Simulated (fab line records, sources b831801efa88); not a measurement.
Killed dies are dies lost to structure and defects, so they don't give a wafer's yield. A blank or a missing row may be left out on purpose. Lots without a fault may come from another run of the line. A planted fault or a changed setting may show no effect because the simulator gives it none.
One fault seen from 2 desks | flow sky130 | each desk has only its own numbers; what lay behind them comes last

THE METROLOGY DESK
What the gauges read, lot by lot, whatever tool the lot ran on: means of the sampled wafers that have a number. A lot is out of limits, marked OUT, if its mean lies more than 4 standard deviations from the usual mean; the brackets give that distance.
Columns: A = NWELL_TW at SKY_NWELL_TW_MEAS_15, usual 1831; B = NWELL_RS at SKY_NWELL_RS_MEAS_29, usual 624.8 ohm/sq; C = SD_N_TW at SKY_SD_N_TW_MEAS_12, usual 3989
lot  | first seen here | A               | B               | C
L395 | day 4 14:01     | 1830            | 624.2           | 4024
L396 | day 4 20:00     | 1824            | 627.8           | 4015
L397 | day 5 00:26     | 1827            | 623.6           | 4007
L398 | day 5 04:29     | 1826            | 624.3           | 3997
L399 | day 5 14:11     | 1831            | 625.5           | 3998
L402 | day 6 12:15     | 1828            | 626.3           | 3977
L401 | day 6 12:52     | 1826            | 624.8           | 3963
L405 | day 7 02:25     | 1861 (+4.2) OUT | 598.1 (-14) OUT | 3972
L407 | day 7 17:16     | 1864 (+4.6) OUT | 600.0 (-13) OUT | 3985
L413 | day 8 23:31     | 1831            | 626.8           | 3965
L417 | day 9 20:54     | 1836            | 626.1           | 3990
L418 | day 10 03:48    | 1839            | 624.2           | 3986
This desk's finding: out of limits on L405, L407; first on L405, day 7 02:25 (NWELL_TW at SKY_NWELL_TW_MEAS_15). In limits: L395, L396, L397, L398, L399, L402, L401, L413, L417, L418.

THE TOOL OWNER'S DESK: implanter-03
The tool's own readings at SKY_NWELL_IMPLANT_11: means of the sampled wafers that have a number, for each lot that ran on this tool. A lot is out of limits, marked OUT, if its mean lies more than 4 standard deviations from the usual mean; the brackets give that distance.
Columns: A = beam_energy_keV at SKY_NWELL_IMPLANT_11, usual 400.02
lot  | first seen here | A
L395 | day 4 13:29     | 400.10
L398 | day 5 03:59     | 399.89
L401 | day 6 12:20     | 399.90
L405 | day 7 01:52     | 487.70 (+99 or more) OUT
L407 | day 7 16:43     | 487.42 (+99 or more) OUT
This desk's finding: out of limits on L405, L407; first on L405, day 7 01:52 (beam_energy_keV at SKY_NWELL_IMPLANT_11). In limits: L395, L398, L401.

PUT TOGETHER
The tool owner's desk could have raised an alarm at day 7 01:52, on L405, L407.
The metrology desk could have raised an alarm at day 7 02:25, on L405, L407.
Of the lots named, all ran SKY_NWELL_IMPLANT_11 on implanter-03.

WHAT THE SIMULATOR HAD PUT IN
Process parameter drift: implanter-03, from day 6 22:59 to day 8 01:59, at SKY_NWELL_IMPLANT_11. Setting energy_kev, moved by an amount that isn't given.
Lots struck among those shown: L405, L407.
Hours from the fault's start to each desk's first reading out of limits: the tool owner's desk, 3; the metrology desk, 3.
